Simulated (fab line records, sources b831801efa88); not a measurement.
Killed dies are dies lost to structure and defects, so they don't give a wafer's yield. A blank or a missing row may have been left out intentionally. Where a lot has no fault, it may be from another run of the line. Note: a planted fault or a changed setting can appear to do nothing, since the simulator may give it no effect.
fab line records	flow gf180mcu
[record] lots = 6	wafers = 18	last-day = 34
route steps=602 shown CONTACT@304 M1@315
lots that met no fault: from a run of the same line without faults
start-h: start of the lot's first displayed wafer, in hours after the record's first day	wait-h: how many hours have passed since the lot's step before this one	" same as the row above	L1.1+2: a single row standing in for several wafers	- no value, or no start given	* or withheld: withheld	< > ~ a bound
route shown NAME@n: names a module that has steps shown in the file, with the first one's number in the route	usual: the fault-free wafers' mean and standard deviation	same: alike in all rows	chamber/n: place in a boat	sites: readings site by site	_std_site: standard deviation of those values	_edge_site: mean of outer sites minus mean of inner sites	radius-mm: how far each site lies from the wafer's centre	mask NAME#n: copy n	behind: the tool/chamber that last shaped the wafer	hold: reason for holding the lot/hours on hold/outcome of the hold	device: the transistor (n, p or np) that didn't switch	end of line: at the end of the route, the tests of the same wafers	step lacking rows: just its recipe	killed: not the wafer's yield, but the dies lost to structure and defects at the first sort	map: per-die view of a wafer (x killed, . not killed, _ where there is no die)
set.NAME: the run value of the setting; set.NAME@STEP: its run value at that earlier step	model.NAME: the simulator's own value behind a step, which no gauge read
certain route steps with their lots: each step a table, each wafer a row
services: a tool's chamber out of use, with start hour (start-h, from the record's first day; less than 0 if before it), hours out, and reason
[[steps]]
[step GF_CONTACT_ETCH_17]
[recipe] chemistry = C4F8/O2/Ar	mask-material = KrF	target = SiO2	stop-on = CoSi2	source-w = 1500	bias-w = 1200	pressure-mtorr = 40	c4f8-flow-sccm = withheld	O2_flow_sccm = 6	Ar_flow_sccm = 300	time-s = withheld	target-depth-a = 8600
[step GF_CONTACT_STRIP_18]
[recipe] chemistry = O2/N2	power-w = 1400	pressure-mtorr = 1500	platen-temp-c = 250	o2-flow-sccm = 3000	n2-flow-sccm = 300	overash-fraction = 0.5
[step GF_CONTACT_CLEAN_19]
[recipe] chemistry = SPM
[step GF_CONTACT_CLEAN_20]
[recipe] chemistry = DIW
[step GF_CONTACT_CLEAN_21]
[recipe] chemistry = dHF	time-s = 20	dilution = 100:1	dry = ipa-marangoni
[step GF_CONTACT_SPUTTER_22]
[recipe] material = Ti	target-thk-nm = 15	chamber-pressure-pa = 5	power-w = 2500	substrate-temp-c = 200	time-s = 80.02
[step GF_CONTACT_SPUTTER_23]
[recipe] material = TiN	target-thk-nm = 10	chamber-pressure-pa = 5	power-w = 4000	time-s = 40
[step GF_CONTACT_CVD_24]
[recipe] material = W	target-thk-nm = 300	time-s = 90.339	temp-c = 400	pressure-torr = 40
[step GF_CONTACT_RS_MEAS_25]
[recipe] thk-meas-gauge = four-point-probe	reads = W_of_CONTACT_CVD_24+TiN_of_CONTACT_SPUTTER_23+Ti_of_CONTACT_SPUTTER_22
[usual] CONTACT_W_RS = 0.382/0.0051
lot.wafer	tool	chamber	start-h	wait-h	CONTACT_W_RS[ohm/sq]
L745.1	film-metro-04	-	447.00	0.1	0.383
L745.4	"	-	"	"	0.382
L745.5	"	-	"	"	0.382
L746.1	film-metro-04	-	453.09	0.1	0.381
L746.3	"	-	"	"	0.386
L746.5	"	-	"	"	0.382
L748.1	film-metro-04	-	472.52	0.1	0.380
L748.3	"	-	"	"	0.373
L748.6	"	-	"	"	0.373
L749.2	film-metro-03	-	474.75	0.1	0.386
L749.3	"	-	"	"	0.384
L749.5	"	-	"	"	0.389
L754.1	film-metro-01	-	526.04	0.1	0.390
L754.4	"	-	"	"	0.382
L754.5	"	-	"	"	0.385
L758.2	film-metro-01	-	554.50	0.1	0.391
L758.4	"	-	"	"	0.390
L758.5	"	-	"	"	0.391
[step GF_CONTACT_THK_MEAS_26]
[recipe] thk-meas-gauge = xrf	reads = W_of_CONTACT_CVD_24
[usual] CONTACT_W_THK = 299/4.4
lot.wafer	tool	chamber	start-h	wait-h	CONTACT_W_THK[nm]
L745.1	film-metro-04	-	447.12	0.1	296
L745.4	"	-	"	"	297
L745.5	"	-	"	"	297
L746.1	film-metro-04	-	453.21	0.1	297
L746.3	"	-	"	"	295
L746.5	"	-	"	"	299
L748.1	film-metro-04	-	472.64	0.1	297
L748.3	"	-	"	"	302
L748.6	"	-	"	"	305
L749.2	film-metro-03	-	474.86	0.1	297
L749.3	"	-	"	"	300
L749.5	"	-	"	"	296
L754.1	film-metro-01	-	526.16	0.1	291
L754.4	"	-	"	"	297
L754.5	"	-	"	"	294
L758.2	film-metro-01	-	554.61	0.1	294
L758.4	"	-	"	"	293
L758.5	"	-	"	"	293
[step GF_CONTACT_CMP_27]
[recipe] stop-on = SiO2	down-force-psi = 3.5	platen-rpm = 60	t-overpolish-s = 15	target-thk-nm = 0	pad-velocity-m-s = 0.94248
[usual] motor-current-A = 11.8/1.1	overpolish-run-s = 15.000/0.0088	time-to-endpoint-s = 71/3.5
lot.wafer	tool	chamber	start-h	wait-h	motor-current-A	overpolish-run-s	time-to-endpoint-s
L745.4	cmp-02	3	447.41	0.2	11.3	14.993	74
L745.1	"	2	"	"	8.6	14.994	74
L745.5	"	3	"	"	11.2	15.005	75
L746.1	cmp-01	1	453.27	0.1	11.3	15.005	75
L746.3	"	2	"	"	12.3	15.004	65
L746.5	"	1	"	"	11.8	15.010	76
L748.1	cmp-02	0	472.70	0.1	10.6	14.984	70
L748.3	"	2	"	"	9.6	14.993	72
L748.6	"	1	"	"	11.8	15.007	70
L749.3	cmp-01	2	474.91	0.0	12.4	14.990	71
L749.2	"	3	"	"	13.2	15.009	73
L749.5	"	2	"	"	12.5	15.014	69
L754.1	cmp-02	2	526.22	0.1	9.3	15.003	73
L754.4	"	3	"	"	10.8	15.004	74
L754.5	"	2	"	"	9.0	14.992	70
L758.4	cmp-02	3	554.66	0.0	11.3	14.998	75
L758.2	"	1	"	"	11.7	15.004	71
L758.5	"	0	"	"	12.1	15.005	68
[step GF_M1_SPUTTER_00]
[recipe] material = Ti	target-thk-nm = 37.5	arriving-ion-energy-ev = 80	substrate-temp-c = 200	chamber-pressure-pa = 2	power-w = 4000	time-s = 150
[usual] cathode-dc-power-W = 4000.0/0.73	chamber-pressure-pa = 2.000/0.0042	throttle-valve-pct = 29.9/1.4
lot.wafer	tool	chamber	start-h	wait-h	cathode-dc-power-W	chamber-pressure-pa	throttle-valve-pct
L745.1	pvd-sputter-01	-	447.71	0.1	4000.6	2.003	30.5
L745.4	"	-	"	"	3999.4	1.996	29.3
L745.5	"	-	"	"	3998.4	2.003	29.5
L746.1	pvd-sputter-02	-	453.57	0.2	3999.9	2.000	31.1
L746.3	"	-	"	"	4000.2	1.995	30.2
L746.5	"	-	"	"	4001.3	2.002	31.2
L748.1	pvd-sputter-02	-	473.00	0.2	3999.9	1.996	31.7
L748.3	"	-	"	"	3999.9	2.004	31.0
L748.6	"	-	"	"	4000.6	1.998	31.7
L749.2	pvd-sputter-02	-	475.21	0.2	4001.0	1.996	29.1
L749.3	"	-	"	"	4000.3	2.006	31.2
L749.5	"	-	"	"	3999.6	1.994	29.0
L754.1	pvd-sputter-01	-	526.52	0.2	4000.5	2.004	29.5
L754.4	"	-	"	"	4000.4	2.010	28.4
L754.5	"	-	"	"	4001.5	2.001	30.5
L758.2	pvd-sputter-01	-	554.96	0.1	4001.1	2.001	29.0
L758.4	"	-	"	"	3999.5	2.001	28.4
L758.5	"	-	"	"	4000.4	1.996	28.9
[step GF_M1_SPUTTER_01]
[recipe] material = TiN	target-thk-nm = 30	power-w = 6500	time-s = 25	chamber-pressure-pa = 0.4
[usual] cathode-dc-power-W = 6500.0/1.1	chamber-pressure-pa = 0.4000/0.00076	throttle-valve-pct = 29.9/1.4
lot.wafer	tool	chamber	start-h	wait-h	cathode-dc-power-W	chamber-pressure-pa	throttle-valve-pct
L745.1	pvd-sputter-01	-	447.81	0.1	-	-	-
L745.4	"	-	"	"	-	-	-
L745.5	"	-	"	"	-	-	-
L746.1	pvd-sputter-02	-	453.67	0.1	-	-	-
L746.3	"	-	"	"	-	-	-
L746.5	"	-	"	"	-	-	-
L748.1	pvd-sputter-02	-	473.10	0.1	6499.6	0.3998	31.6
L748.3	"	-	"	"	6499.3	0.4005	30.9
L748.6	"	-	"	"	6498.8	0.3996	31.4
L749.2	pvd-sputter-02	-	475.31	0.1	6499.4	0.4001	29.2
L749.3	"	-	"	"	6500.4	0.3995	31.1
L749.5	"	-	"	"	6499.7	0.4013	29.0
L754.1	pvd-sputter-01	-	526.62	0.1	6500.0	0.3999	29.0
L754.4	"	-	"	"	6499.8	0.3997	28.6
L754.5	"	-	"	"	6500.7	0.3999	30.6
L758.2	pvd-sputter-01	-	555.06	0.1	6500.8	0.4002	29.1
L758.4	"	-	"	"	6501.8	0.3992	28.6
L758.5	"	-	"	"	6498.6	0.4003	29.0
[step GF_M1_SPUTTER_02]
[recipe] material = AlCu	target-thk-nm = 450	power-w = 10600	time-s = 23.9	chamber-pressure-pa = 0.4
[usual] cathode-dc-power-W = 10600/1.9	chamber-pressure-pa = 0.4000/0.00075	throttle-valve-pct = 29.9/1.4
lot.wafer	tool	chamber	start-h	wait-h	cathode-dc-power-W	chamber-pressure-pa	throttle-valve-pct
L745.1	pvd-sputter-01	-	447.84	0.0	10601	0.4000	30.5
L745.4	"	-	"	"	10597	0.3985	29.3
L745.5	"	-	"	"	10602	0.4000	29.2
L746.1	pvd-sputter-02	-	453.70	0.0	10598	0.3999	31.2
L746.3	"	-	"	"	10597	0.3994	30.1
L746.5	"	-	"	"	10603	0.3995	31.1
L748.1	pvd-sputter-02	-	473.13	0.0	10597	0.4003	31.5
L748.3	"	-	"	"	10604	0.3990	31.3
L748.6	"	-	"	"	10599	0.3992	31.6
L749.2	pvd-sputter-02	-	475.34	0.0	10599	0.4020	29.0
L749.3	"	-	"	"	10602	0.3990	31.3
L749.5	"	-	"	"	10600	0.4008	29.2
L754.1	pvd-sputter-01	-	526.65	0.0	10603	0.3993	29.2
L754.4	"	-	"	"	10605	0.4007	28.5
L754.5	"	-	"	"	10600	0.4006	30.7
L758.2	pvd-sputter-01	-	555.09	0.0	10603	0.4000	29.1
L758.4	"	-	"	"	10598	0.4000	28.5
L758.5	"	-	"	"	10601	0.4013	29.4
[step GF_M1_SPUTTER_03]
[recipe] material = Ti	target-thk-nm = 10	substrate-temp-c = 300	chamber-pressure-pa = 0.3	power-w = 3000	time-s = 6.7
[usual] cathode-dc-power-W = 3000.0/0.51	chamber-pressure-pa = 0.3000/0.00064	throttle-valve-pct = 29.9/1.4
lot.wafer	tool	chamber	start-h	wait-h	cathode-dc-power-W	chamber-pressure-pa	throttle-valve-pct
L745.1	pvd-sputter-01	-	447.87	0.0	3000.2	0.2997	30.5
L745.4	"	-	"	"	3000.1	0.2995	29.5
L745.5	"	-	"	"	2999.9	0.3007	29.2
L746.1	pvd-sputter-02	-	453.73	0.0	3000.4	0.3000	30.9
L746.3	"	-	"	"	2999.8	0.2986	30.0
L746.5	"	-	"	"	2999.8	0.2999	31.2
L748.1	pvd-sputter-02	-	473.16	0.0	3000.7	0.3003	31.2
L748.3	"	-	"	"	3000.4	0.2999	31.4
L748.6	"	-	"	"	3000.9	0.3011	31.6
L749.2	pvd-sputter-02	-	475.37	0.0	2999.4	0.2997	28.8
L749.3	"	-	"	"	2999.4	0.2997	31.0
L749.5	"	-	"	"	3000.3	0.3007	29.2
L754.1	pvd-sputter-01	-	526.68	0.0	3000.5	0.3003	29.4
L754.4	"	-	"	"	3000.9	0.2993	28.5
L754.5	"	-	"	"	3000.5	0.3000	30.7
L758.2	pvd-sputter-01	-	555.12	0.0	2999.7	0.2993	29.2
L758.4	"	-	"	"	2999.3	0.3015	28.4
L758.5	"	-	"	"	2999.5	0.2994	29.2
[step GF_M1_SPUTTER_04]
[recipe] material = TiN	target-thk-nm = 50	power-w = 6500	time-s = 41.7	chamber-pressure-pa = 0.4
[step GF_M1_DEHYDRATE_07]
[recipe] temp-c = 200	time-s = 60
[step GF_M1_HMDS_08]
[recipe] prime-time-s = 60	prime-temp-c = 120
[step GF_M1_COAT_09]
[recipe] resist = KrF	spin-rpm = withheld	resist-thk-nm = 1000
[step GF_M1_SOFTBAKE_10]
[recipe] temp-c = 130	time-s = 60	resist = KrF
[step GF_M1_EXPOSE_11]
[recipe] mask-id = Metal1	target-cd-nm = 230	na = 0.68	source-shape = conventional	sigma-outer = 0.6	dose-mj = 28
[step GF_M1_PEB_12]
[recipe] peb-temp-c = 135	peb-time-s = 90	resist = KrF
[step GF_M1_DEVELOP_13]
[recipe] develop-time-s = 60	dev-temp-c = 21
[step GF_M1_CD_MEAS_14]
[recipe] target-cd-nm = 230
[usual] cd-nm = 229.9/1.3
lot.wafer	tool	chamber	start-h	wait-h	cd-nm
L745.1	cd-sem-01	-	472.42	0.4	230.5
L745.4	"	-	"	"	230.5
L745.5	"	-	"	"	230.7
L746.1	cd-sem-02	-	478.33	0.1	227.2
L746.3	"	-	"	"	228.5
L746.5	"	-	"	"	229.4
L748.1	cd-sem-01	-	496.51	0.1	229.4
L748.3	"	-	"	"	229.7
L748.6	"	-	"	"	229.3
L749.2	cd-sem-01	-	499.83	0.1	230.6
L749.3	"	-	"	"	230.6
L749.5	"	-	"	"	230.6
L754.1	cd-sem-02	-	549.56	0.1	230.4
L754.4	"	-	"	"	231.3
L754.5	"	-	"	"	231.4
L758.2	cd-sem-01	-	577.58	0.1	230.8
L758.4	"	-	"	"	230.1
L758.5	"	-	"	"	232.1
[step GF_M1_OVL_MEAS_15]
[usual] M1_OVL = 3/4.7
lot.wafer	tool	chamber	start-h	wait-h	M1_OVL[nm]
L745.1	overlay-01	-	472.54	0.1	10
L745.4	"	-	"	"	1
L745.5	"	-	"	"	2
L746.1	overlay-02	-	478.45	0.1	7
L746.3	"	-	"	"	6
L746.5	"	-	"	"	7
L748.1	overlay-01	-	496.63	0.1	-1
L748.3	"	-	"	"	-4
L748.6	"	-	"	"	-1
L749.2	overlay-01	-	499.94	0.1	3
L749.3	"	-	"	"	3
L749.5	"	-	"	"	-7
L754.1	overlay-02	-	549.68	0.1	1
L754.4	"	-	"	"	1
L754.5	"	-	"	"	4
L758.2	overlay-02	-	577.68	0.1	10
L758.4	"	-	"	"	4
L758.5	"	-	"	"	5
[step GF_M1_METAL_ETCH_16]
[recipe] chemistry = Cl2/BCl3	mask-material = KrF	target-depth-nm = 627.5	stop-on = SiO2	pressure-mtorr = 8	icp-w = 800	bias-w = 140	Cl2_flow_sccm = 80	bcl3-flow-sccm = 40	time-s = 104.6
[usual] drypump-motor-current-A = 6.1/0.34	oes-product-au = 0.968/0.0064	throttle-valve-pct = 28.256/0.011
lot.wafer	tool	chamber	start-h	wait-h	drypump-motor-current-A	oes-product-au	rf-hours-counter-h	throttle-valve-pct
L745.1	rie-metal-01	1	472.57	0.0	5.6	0.940	2	28.300
L745.4	"	0	"	"	6.5	0.931	-	28.302
L745.5	"	0	"	"	6.5	0.944	-	28.287
L746.1	rie-metal-03	0	478.48	0.0	6.0	0.941	10	28.289
L746.3	"	1	"	"	6.4	0.947	-	28.277
L746.5	"	1	"	"	6.4	0.948	-	28.287
L748.1	rie-metal-01	1	496.67	0.0	5.6	0.978	2	28.241
L748.3	"	1	"	"	5.6	0.962	-	28.258
L748.6	"	0	"	"	6.5	0.964	-	28.244
L749.2	rie-metal-01	1	499.97	0.0	5.6	0.964	3	28.263
L749.3	"	1	"	"	5.5	0.961	-	28.262
L749.5	"	0	"	"	6.5	0.961	-	28.252
L754.1	rie-metal-04	0	549.72	0.0	5.9	0.958	8	28.255
L754.4	"	0	"	"	5.9	0.956	-	28.264
L754.5	"	1	"	"	5.9	0.955	-	28.252
L758.2	rie-metal-03	0	577.71	0.0	5.9	0.968	0	28.253
L758.4	"	0	"	"	6.0	0.964	-	28.251
L758.5	"	1	"	"	6.3	0.973	-	28.258
[step GF_M1_STRIP_17]
[recipe] chemistry = O2/N2	power-w = 1400	pressure-mtorr = 1500	platen-temp-c = 250	o2-flow-sccm = 3000	n2-flow-sccm = 300	overash-fraction = 0.5
[usual] drypump-motor-current-A = 5.9/0.34	heater-power-w = 333/25	n2-flow-sccm = 300.1/0.95	oes-product-au = 0.557/0.0058	strip-time-to-endpoint-s = 7.86/0.059
lot.wafer	tool	chamber	start-h	wait-h	drypump-motor-current-A	heater-power-w	n2-flow-sccm	oes-product-au	rf-hours-counter-h	strip-time-to-endpoint-s
L745.1	plasma-asher-02	0	472.68	0.1	5.8	325	301.2	0.549	65	7.79
L745.4	"	0	"	"	5.8	330	299.9	0.561	-	7.79
L745.5	"	1	"	"	6.3	335	301.0	0.553	-	7.74
L746.1	plasma-asher-01	0	478.60	0.1	5.6	303	301.3	0.557	39	7.83
L746.3	"	0	"	"	5.6	305	301.2	0.551	-	7.81
L746.5	"	1	"	"	6.0	335	299.7	0.565	-	7.83
L748.1	plasma-asher-03	0	496.78	0.1	6.2	383	302.1	0.556	89	7.85
L748.3	"	0	"	"	6.2	378	301.1	0.563	-	7.85
L748.6	"	0	"	"	6.2	369	300.6	0.555	-	7.84
L749.2	plasma-asher-01	1	500.08	0.1	6.0	336	298.1	0.557	41	7.89
L749.3	"	1	"	"	6.0	325	298.4	0.565	-	7.85
L749.5	"	1	"	"	6.0	327	297.7	0.553	-	7.88
L754.1	plasma-asher-02	1	549.83	0.1	6.3	325	300.7	0.565	73	7.95
L754.4	"	0	"	"	5.8	322	300.7	0.558	-	7.96
L754.5	"	1	"	"	6.3	330	300.6	0.560	-	7.98
L758.2	plasma-asher-03	0	577.82	0.1	6.2	374	298.5	0.564	98	7.85
L758.4	"	0	"	"	6.2	386	299.2	0.559	-	7.86
L758.5	"	0	"	"	6.2	363	300.0	0.566	-	7.90
[[services]]
tool	chamber	start-h	hours	kind
rie-metal-04	1	429.03	-	clean
plasma-asher-01	-	433.12	1.1	repair
rie-metal-01	0	444.00	10.2	repair
cmp-02	-	450.09	5.6	repair
pvd-sputter-01	-	450.34	9.0	repair
pvd-sputter-02	3	452.69	-	consumable-replace:kit
pvd-sputter-02	3	452.69	18.0	scheduled-down
pvd-sputter-02	3	452.69	18.0	vent-cycle
pvd-sputter-01	-	456.40	1.1	repair
rie-metal-01	-	461.32	1.5	repair
rie-metal-04	1	466.80	14.3	repair
pvd-sputter-01	1	479.59	-	consumable-replace:kit
pvd-sputter-01	1	479.59	18.0	scheduled-down
pvd-sputter-01	1	479.59	18.0	vent-cycle
rie-metal-01	1	538.55	1.9	repair
rie-metal-03	0	546.73	-	clean
rie-metal-03	0	546.73	26.8	scheduled-down
rie-metal-03	0	546.73	26.8	vent-cycle
cmp-01	-	561.55	9.4	pm
rie-metal-04	-	564.92	0.2	repair
cmp-01	-	570.90	4.7	pm
cmp-02	-	572.39	4.0	pm
cmp-02	-	576.39	-	consumable-replace:conditioner
cmp-02	-	576.39	-	consumable-replace:pad
[[key]]
[first-sign] step = GF_M1_SPUTTER_01	reading = tool-record	direction = missing
[effect] step = GF_M1_METAL_ETCH_16	reading = oes-product-au	direction = down	sigmas = 4	usual = 0.968	struck = 0.942
met-at GF_M1_SPUTTER_01
struck-wafers L745.1,L745.4,L745.5,L746.1,L746.3,L746.5
later-rows-left-out L745.1,L745.4,L745.5,L746.1,L746.3,L746.5
sort-left-out L745.1,L745.4,L745.5,L746.1,L746.3,L746.5
[fault] kind = skipped-step-whole	tool = pvd-sputter-01,pvd-sputter-02	chamber = -	onset-h = 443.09	steps = GF_M1_SPUTTER_01	scope = struck-lots-only
// sort-left-out: the simulated sort isn't trusted on such a fault, so these wafers' sort isn't shown, and their yield isn't known
// later-rows-left-out: the simulator's readings of these wafers behind a module that went badly wrong aren't trusted and aren't shown, but for the sort
